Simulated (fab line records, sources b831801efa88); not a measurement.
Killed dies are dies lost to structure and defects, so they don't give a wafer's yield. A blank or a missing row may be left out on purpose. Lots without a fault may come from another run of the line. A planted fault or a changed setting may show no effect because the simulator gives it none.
fab line records | flow gf180mcu
record lots=13 wafers=39 last_day=34
route steps=602 shown STI@3 NWELL@137 HV_LDD@211 V1@358
lots that met no fault: from a run of the same line without faults
start_h: hours from the record's first day to the start of the lot's first wafer shown | wait_h: hours since the lot's step before | " the same as in the row above | L1.1+2: a row that stands for several wafers | - no value, or no start given | * or withheld: withheld | < > ~ a bound
route shown NAME@n: a module of which the file shows steps, and the number in the route of the first | usual: mean/standard deviation of fault-free wafers | same: alike in all rows | chamber/n: place in a boat | sites: the reading at each site | _std_site: their standard deviation | _edge_site: outer sites' mean less inner sites' | radius_mm: how far each site lies from the wafer's centre | mask NAME#n: copy n | behind: the tool/chamber that last shaped the wafer | hold: why the lot was held/for how many hours/how that ended | device: the transistor (n, p or np) that didn't switch | end of line: the same wafers' tests at the end of the route | a step without rows: its recipe alone | killed: dies lost to structure and defects at the first sort, not the wafer's yield | map: a wafer's dies, x killed, . not, _ none there
set.NAME: the setting as run; set.NAME@STEP: as run at that earlier step | model.NAME: the simulator's own value behind a step, which no gauge read
steps of the route over a sample of lots; a table a step, a row a wafer
services: from which hour (start_h, from the record's first day; less than 0 if before it) a tool's chamber was out of use, for how many hours, and why
## steps
# step GF_STI_THK_MEAS_02
# recipe reads=SiO2_of_STI_OXIDATION_01
# usual STI_OXIDATION_THK=9.99/0.14
# columns lot.wafer tool chamber start_h wait_h STI_OXIDATION_THK[nm]
L438.1 film_metro-02 - 12.43 0.0 9.98
L438.3 " - " " 9.95
L438.4 " - " " 9.74
L440.4 film_metro-02 - 22.30 0.0 10.01
L440.5 " - " " 9.93
L440.6 " - " " 9.98
L442.1 film_metro-03 - 31.51 0.0 9.77
L442.4 " - " " 9.90
L442.6 " - " " 9.69
L443.2 film_metro-01 - 37.07 0.0 9.98
L443.4 " - " " 10.07
L443.5 " - " " 9.84
L444.3 film_metro-03 - 41.53 0.0 10.12
L444.5 " - " " 10.13
L444.6 " - " " 10.07
L445.1 film_metro-02 - 47.94 0.0 9.84
L445.2 " - " " 9.81
L445.3 " - " " 9.68
L446.1 film_metro-02 - 53.47 0.0 9.98
L446.3 " - " " 10.09
L446.5 " - " " 9.88
L449.3 film_metro-03 - 67.77 0.0 9.71
L449.4 " - " " 9.81
L449.6 " - " " 10.00
L450.2 film_metro-02 - 72.23 0.0 10.05
L450.3 " - " " 10.02
L450.6 " - " " 10.22
L451.2 film_metro-02 - 76.52 0.0 10.33
L451.3 " - " " 10.20
L451.4 " - " " 10.27
L454.1 film_metro-01 - 91.51 0.0 9.90
L454.2 " - " " 9.99
L454.6 " - " " 10.00
L457.4 film_metro-01 - 106.54 0.0 9.93
L457.5 " - " " 9.90
L457.6 " - " " 9.94
L461.2 film_metro-03 - 126.52 0.0 10.34
L461.3 " - " " 10.20
L461.4 " - " " 10.18
# step GF_VT_IMPLANT_RS_MEAS_47
# recipe thk_meas_gauge=four-point-probe
# usual NWELL_RS=487.4/1.3
# columns lot.wafer tool chamber start_h wait_h NWELL_RS[ohm/sq]
L438.1 film_metro-03 - 161.33 0.1 486.5
L438.3 " - " " 487.2
L438.4 " - " " 486.7
L440.4 film_metro-04 - 173.50 0.1 488.2
L440.5 " - " " 489.0
L440.6 " - " " 486.4
L442.1 film_metro-04 - 190.30 0.1 488.5
L442.4 " - " " 488.4
L442.6 " - " " 488.5
L443.2 film_metro-04 - 202.30 0.1 486.8
L443.4 " - " " 487.0
L443.5 " - " " 487.2
L444.3 film_metro-03 - 206.37 0.1 488.9
L444.5 " - " " 487.5
L444.6 " - " " 488.7
L445.1 film_metro-03 - 212.64 0.1 486.0
L445.2 " - " " 486.4
L445.3 " - " " 487.2
L446.1 film_metro-04 - 215.73 0.1 488.1
L446.3 " - " " 487.4
L446.5 " - " " 487.0
L449.3 film_metro-01 - 234.72 0.1 485.4
L449.4 " - " " 486.6
L449.6 " - " " 485.7
L450.2 film_metro-04 - 242.52 0.1 486.9
L450.3 " - " " 486.8
L450.6 " - " " 488.8
L451.2 film_metro-01 - 245.35 0.1 484.3
L451.3 " - " " 485.8
L451.4 " - " " 484.9
L454.1 film_metro-01 - 267.45 0.1 488.1
L454.2 " - " " 487.0
L454.6 " - " " 487.7
L457.4 film_metro-01 - 289.29 0.1 487.7
L457.5 " - " " 487.8
L457.6 " - " " 488.1
L461.2 film_metro-01 - 314.72 0.1 487.8
L461.3 " - " " 488.0
L461.4 " - " " 487.4
# step GF_HV_LDD_IMPLANT_35
# recipe species=P energy_kev=60 dose_cm2=7.5e+12 tilt_deg=30 rotation_deg=180
# usual dose_ions_cm2=7.501e+12/8.3e+09 faraday_current_uA=42.3/0.74 rotation_deg=180.00/0.039
# columns lot.wafer tool chamber start_h wait_h dose_ions_cm2 faraday_current_uA rotation_deg
L438.1 implanter-02 0 257.29 0.1 7.499e+12 42.5 179.98
L438.3 " 0 " " 7.502e+12 41.9 179.98
L438.4 " 0 " " 7.506e+12 41.0 179.99
L440.4 implanter-02 0 270.30 0.1 7.499e+12 42.2 180.02
L440.5 " 0 " " 7.502e+12 42.4 179.95
L440.6 " 0 " " 7.512e+12 42.0 179.95
L442.1 implanter-01 0 290.03 0.1 7.505e+12 42.0 179.99
L442.4 " 0 " " 7.507e+12 43.2 179.98
L442.6 " 0 " " 7.492e+12 41.5 180.06
L443.2 implanter-01 0 308.66 0.1 7.495e+12 42.6 179.99
L443.4 " 0 " " 7.507e+12 42.7 179.89
L443.5 " 0 " " 7.502e+12 42.1 179.94
L444.3 implanter-03 0 311.88 0.1 7.512e+12 42.8 180.01
L444.5 " 0 " " 7.515e+12 42.1 179.92
L444.6 " 0 " " 7.503e+12 43.2 179.98
L445.1 implanter-03 0 318.18 0.1 7.486e+12 42.4 179.99
L445.2 " 0 " " 7.488e+12 43.0 179.97
L445.3 " 0 " " 7.493e+12 44.0 180.09
L446.1 implanter-01 0 322.24 0.1 7.512e+12 42.2 180.06
L446.3 " 0 " " 7.495e+12 41.9 180.00
L446.5 " 0 " " 7.501e+12 42.7 180.03
L449.3 implanter-02 0 344.34 0.1 7.51e+12 42.9 179.93
L449.4 " 0 " " 7.504e+12 42.4 180.00
L449.6 " 0 " " 7.5e+12 41.4 180.06
L450.2 implanter-01 0 349.94 0.1 7.496e+12 40.9 180.05
L450.3 " 0 " " 7.501e+12 41.9 180.02
L450.6 " 0 " " 7.495e+12 41.0 179.93
L451.2 implanter-02 0 353.51 0.1 7.499e+12 42.4 179.98
L451.3 " 0 " " 7.5e+12 42.6 179.98
L451.4 " 0 " " 7.5e+12 41.5 179.97
L454.1 implanter-01 0 383.52 0.1 6.694e+12 37.4 179.95
L454.2 " 0 " " 6.707e+12 37.4 179.94
L454.6 " 0 " " 6.71e+12 38.5 180.03
L457.4 implanter-01 0 410.19 0.1 6.702e+12 37.2 180.01
L457.5 " 0 " " 6.698e+12 37.4 179.97
L457.6 " 0 " " 6.693e+12 37.1 179.94
L461.2 implanter-02 0 437.95 0.1 7.499e+12 41.6 180.05
L461.3 " 0 " " 7.508e+12 41.9 180.01
L461.4 " 0 " " 7.514e+12 42.5 180.02
# step GF_HV_LDD_RS_MEAS_53
# recipe thk_meas_gauge=four-point-probe
# usual HV_LDD_RS=417.7/0.87
# columns lot.wafer tool chamber start_h wait_h HV_LDD_RS[ohm/sq]
L438.1 film_metro-03 - 277.11 0.1 416.9
L438.3 " - " " 417.8
L438.4 " - " " 415.3
L440.4 film_metro-03 - 290.41 0.1 418.2
L440.5 " - " " 417.7
L440.6 " - " " 417.6
L442.1 film_metro-01 - 310.65 0.1 418.3
L442.4 " - " " 419.0
L442.6 " - " " 418.5
L443.2 film_metro-04 - 330.34 0.1 416.5
L443.4 " - " " 417.8
L443.5 " - " " 415.5
L444.3 film_metro-04 - 334.00 0.1 418.8
L444.5 " - " " 417.7
L444.6 " - " " 418.2
L445.1 film_metro-04 - 340.41 0.1 417.3
L445.2 " - " " 417.7
L445.3 " - " " 419.0
L446.1 film_metro-03 - 344.00 0.1 416.4
L446.3 " - " " 417.2
L446.5 " - " " 417.0
L449.3 film_metro-04 - 367.49 0.1 416.9
L449.4 " - " " 416.5
L449.6 " - " " 417.3
L450.2 film_metro-01 - 372.66 0.1 418.1
L450.3 " - " " 418.8
L450.6 " - " " 418.3
L451.2 film_metro-01 - 377.13 0.1 418.1
L451.3 " - " " 417.6
L451.4 " - " " 418.3
L454.1 film_metro-04 - 408.45 0.1 421.9
L454.2 " - " " 421.2
L454.6 " - " " 420.2
L457.4 film_metro-01 - 434.88 0.1 421.0
L457.5 " - " " 421.1
L457.6 " - " " 420.8
L461.2 film_metro-01 - 463.17 0.1 418.0
L461.3 " - " " 417.9
L461.4 " - " " 418.0
# step GF_V1_CVD_23
# recipe material=W target_thk_nm=350 time_s=105.05 temp_c=400 pressure_torr=40
# usual heater_power_w=820/78
# columns lot.wafer tool chamber start_h wait_h heater_power_w
L438.1 cvd_w-01 0 417.34 0.0 894
L438.3 " 0 " " 897
L438.4 " 1 " " 870
L440.4 cvd_w-02 1 432.37 0.1 765
L440.5 " 1 " " 764
L440.6 " 0 " " 712
L442.1 cvd_w-01 1 456.75 0.0 883
L442.4 " 0 " " 896
L442.6 " 0 " " 892
L443.2 cvd_w-01 0 479.74 0.0 879
L443.4 " 1 " " 873
L443.5 " 0 " " 900
L444.3 cvd_w-01 1 484.26 0.1 867
L444.5 " 1 " " 865
L444.6 " 0 " " 918
L445.1 cvd_w-02 0 490.78 0.0 734
L445.2 " 1 " " 768
L445.3 " 1 " " 778
L446.1 cvd_w-01 0 494.98 0.0 880
L446.3 " 0 " " 900
L446.5 " 1 " " 901
L449.3 cvd_w-01 1 519.19 0.1 901
L449.4 " 0 " " 893
L449.6 " 1 " " 868
L450.2 cvd_w-02 1 525.74 0.0 752
L450.3 " 0 " " 690
L450.6 " 0 " " 735
L451.2 cvd_w-01 1 528.40 0.0 908
L451.3 " 1 " " 880
L451.4 " 0 " " 895
L454.1 cvd_w-01 1 559.36 0.0 892
L454.2 " 0 " " 922
L454.6 " 0 " " 914
L457.4 cvd_w-01 1 584.91 0.1 882
L457.5 " 0 " " 905
L457.6 " 1 " " 893
L461.2 cvd_w-02 0 607.98 0.0 718
L461.3 " 1 " " 784
L461.4 " 0 " " 712
## services
# columns tool chamber start_h hours kind
implanter-03 - 241.65 0.5 repair
implanter-01 - 255.34 2.1 repair
implanter-01 - 261.87 8.7 repair
cvd_w-01 0 279.55 1.8 repair
cvd_w-02 - 292.64 6.0 pm
implanter-02 - 301.62 4.1 repair
cvd_w-02 0 326.40 1.9 repair
cvd_w-02 0 343.40 2.1 repair
implanter-02 - 348.87 4.1 repair
cvd_w-01 - 354.44 2.8 pm
cvd_w-02 - 390.00 14.0 pm
cvd_w-02 0 390.00 14.0 vent_cycle
cvd_w-02 1 390.00 14.0 vent_cycle
cvd_w-02 0 404.00 - clean
implanter-03 - 430.01 3.9 pm
implanter-01 - 448.43 1.4 repair
implanter-01 - 463.61 5.3 pm
cvd_w-01 - 495.46 6.9 pm
cvd_w-01 - 506.29 6.0 pm
cvd_w-01 - 514.45 1.0 repair
cvd_w-02 - 535.70 2.8 pm
cvd_w-01 - 539.32 0.8 repair
cvd_w-01 - 544.84 2.8 repair
implanter-03 - 552.13 4.4 pm
## key
first_sign step=GF_HV_LDD_IMPLANT_35 reading=dose_ions_cm2 direction=down sigmas=96 usual=7.501e+12 struck=6.701e+12
effect step=GF_HV_LDD_IMPLANT_35 reading=faraday_current_uA direction=down sigmas=6.4 usual=42.3 struck=37.5
effect step=GF_HV_LDD_RS_MEAS_53 reading=HV_LDD_RS direction=up sigmas=3.7 usual=417.7 struck=421.0
met_at GF_HV_LDD_IMPLANT_35
struck_lots L454,L457
tester_left_out L454,L457
not_acting_at GF_STI_THK_MEAS_02,GF_VT_IMPLANT_RS_MEAS_47,GF_V1_CVD_23
onset_between 349.94 383.52
fault kind=process_parameter_drift tool=implanter-01 chamber=- onset_h=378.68 steps=GF_HV_LDD_IMPLANT_35 channel=dose_cm2 offset=-7.9947e+11 shape=step end_h=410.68 acts_in=these_recipes_only stated=7.5e+12
# tester_left_out: of these lots the tester's yield and bins aren't shown, on N5 and GAA mostly nor the transistor test; their killed dies are dies lost to structure and defects alone, not to doping, threshold or leakage, so they don't give the yield
